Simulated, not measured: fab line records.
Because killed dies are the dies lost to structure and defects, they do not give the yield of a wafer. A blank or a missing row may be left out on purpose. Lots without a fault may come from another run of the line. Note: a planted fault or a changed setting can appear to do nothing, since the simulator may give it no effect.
Chamber matching :: flow gf180mcu :: cmp-01 running GF_V2_CMP_26: 4 sister chambers
The step polishes, stops on SiO2, t overpolish 15 s, target thk 0 nm. 8 wafers are shown with their chamber, then 8 later ones without.

## WAFERS, EACH WITH ITS CHAMBER
wafer: L783.4
chamber: 3
motor current A (A): 11.5
time to endpoint s (s): 82

wafer: L784.1
chamber: 3
motor current A (A): 11.6
time to endpoint s (s): 84

wafer: L784.3
chamber: 2
motor current A (A): 11.1
time to endpoint s (s): 85

wafer: L784.4
chamber: 0
motor current A (A): 10.7
time to endpoint s (s): 84

wafer: L786.2
chamber: 1
motor current A (A): 11.4
time to endpoint s (s): 83

wafer: L786.4
chamber: 2
motor current A (A): 10.5
time to endpoint s (s): 88

wafer: L786.5
chamber: 0
motor current A (A): 10.7
time to endpoint s (s): 85

wafer: L787.3
chamber: 1
motor current A (A): 11.9
time to endpoint s (s): 85

## WAFERS WITHOUT THEIR CHAMBER
wafer: L787.4
motor current A (A): 11.5
time to endpoint s (s): 86

wafer: L787.6
motor current A (A): 11.5
time to endpoint s (s): 87

wafer: L791.2
motor current A (A): 10.9
time to endpoint s (s): 82

wafer: L791.4
motor current A (A): 11.9
time to endpoint s (s): 79

wafer: L791.5
motor current A (A): 11.6
time to endpoint s (s): 82

wafer: L792.3
motor current A (A): 11.4
time to endpoint s (s): 85

wafer: L792.4
motor current A (A): 11.6
time to endpoint s (s): 83

wafer: L792.5
motor current A (A): 11.8
time to endpoint s (s): 84

## THE CHAMBER EACH PASSED THROUGH
wafer: L787.4
from the rows above: can't be placed: 1 or 3 or 2 or 0
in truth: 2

wafer: L787.6
from the rows above: can't be placed: 1 or 2 or 3 or 0
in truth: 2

wafer: L791.2
from the rows above: can't be placed: 0 or 3 or 1 or 2
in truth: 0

wafer: L791.4
from the rows above: can't be placed: 3 or 1
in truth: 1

wafer: L791.5
from the rows above: can't be placed: 3 or 1
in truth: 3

wafer: L792.3
from the rows above: can't be placed: 1 or 3 or 2 or 0
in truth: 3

wafer: L792.4
from the rows above: can't be placed: 3 or 1
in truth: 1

wafer: L792.5
from the rows above: can't be placed: 1 or 3
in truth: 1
Placed correctly: 0 of 8. Can't be placed from these rows: 8 (the true chamber is among the candidates in 8). Number placed wrongly: 0.
How it was worked out, from the rows above alone: a wafer's distance from a chamber is the root of the sum, over the readings, of the square of ((its reading less the chamber's mean) divided by the reading's scatter). If the next closest chamber is less than 2 further off than the closest, the wafer can't be placed; otherwise it belongs to the closest. For every chamber, the mean is computed from those of its wafers that are shown. The scatter: the root of (the sum of the squares of (reading less its chamber's mean) over the shown wafers, divided by (wafers less chambers)).
